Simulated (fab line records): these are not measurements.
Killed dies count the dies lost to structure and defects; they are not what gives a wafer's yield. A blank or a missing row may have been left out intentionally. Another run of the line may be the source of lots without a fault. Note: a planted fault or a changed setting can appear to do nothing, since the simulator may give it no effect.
Chamber matching    flow sfqLine    SFQ_TRILAYER_I4_DEP_PECVD_099 on pecvd-04 has 3 sister chambers
The step deposits SiO2 from SiH4/N2O, time 111.11 s, target thk 500 nm. 3 wafers are shown with their chamber, then 7 later ones without.

## WAFERS, EACH WITH ITS CHAMBER
wafer   chamber  throttleValvePct (%)
L987.2  2        24.2
L992.1  0        27.1
L992.4  1        25.2

## WAFERS MISSING THEIR CHAMBER
wafer   throttleValvePct (%)
L992.5  27.3
L995.2  27.3
L995.4  23.9
L995.5  27.5
L998.1  25.1
L998.3  24.0
L998.5  25.4

## WHICH CHAMBER EACH WENT THROUGH
wafer   from the rows above  in truth
L992.5  0                    0
L995.2  0                    0
L995.4  2                    2
L995.5  0                    0
L998.1  1                    1
L998.3  2                    2
L998.5  1                    1
Correctly placed: 7 of 7. Can't be placed from these rows: 0. Wrongly placed: 0.
How it was worked out, from the rows above alone: a wafer's distance from a chamber is the root of the sum, over the readings, of the square of ((its reading less the chamber's mean) divided by the reading's scatter). The wafer belongs to the nearest chamber; if the next one is less than 2 further off, it can't be placed. The mean given for a chamber averages the wafers shown for that chamber. The scatter: root of mean squared gap, hidden wafer to nearest shown wafer, with one shown wafer a chamber.
